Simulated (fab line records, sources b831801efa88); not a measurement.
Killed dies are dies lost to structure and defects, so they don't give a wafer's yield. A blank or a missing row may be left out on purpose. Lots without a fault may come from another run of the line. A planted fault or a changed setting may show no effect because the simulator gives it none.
Which tool did it? | flow sky130 | 7 lots, 21 wafers sampled, at 2 steps of a route of 708

WHAT THE GAUGES READ, wafer by wafer
SKY_VIA3_THK_MEAS_23: measures by xrf.
lot  | measured     | on            | VIA3_W_THK (nm)
L657 | day 40 17:55 | film_metro-02 | 413 410 400
L660 | day 41 23:46 | film_metro-04 | 409 414 405
L661 | day 42 01:35 | film_metro-04 | 400 400 405
L665 | day 42 21:57 | film_metro-02 | 413 408 404
L666 | day 43 02:10 | film_metro-04 | 402 408 401
L668 | day 43 19:08 | film_metro-02 | 408 414 411
L676 | day 45 19:52 | film_metro-02 | 412 405 395

WHICH TOOL RAN EACH LOT (tool, then ch and the chambers of the sampled wafers, then the start)
lot  | SKY_VIA3_CVD_21
L657 | cvd_w-02 ch 0,1, day 40 17:40
L660 | cvd_w-01 ch 0,1, day 41 23:32
L661 | cvd_w-02 ch 0, day 42 01:21
L665 | cvd_w-02 ch 0,1, day 42 21:42
L666 | cvd_w-02 ch 0,1, day 43 01:56
L668 | cvd_w-01 ch 0,1, day 43 18:55
L676 | cvd_w-02 ch 0,1, day 45 19:39
- SKY_VIA3_CVD_21: deposits W, target thk 390 nm, time 117.31 s.

THE ANSWER, worked out from the rows above alone
Rule: what is usual is taken from the lots themselves. Put in order of their means at a reading, lots are off if they are a third of the lots or fewer, leave a main group of 4 or more, and stand apart from it by a gap of 3 or more times the standard deviation of the main group's means; of several such gaps the widest counts. A main group whose means are all the same, to the digits that the tables above print for the reading, isn't used. A lot without any number at a reading at which 4 lots or more have one is off too. The other lots that the step has rows for count as sound.
No lot is off at any reading shown: from this, nothing can be told.

WHAT THE SIMULATOR HAD PUT IN
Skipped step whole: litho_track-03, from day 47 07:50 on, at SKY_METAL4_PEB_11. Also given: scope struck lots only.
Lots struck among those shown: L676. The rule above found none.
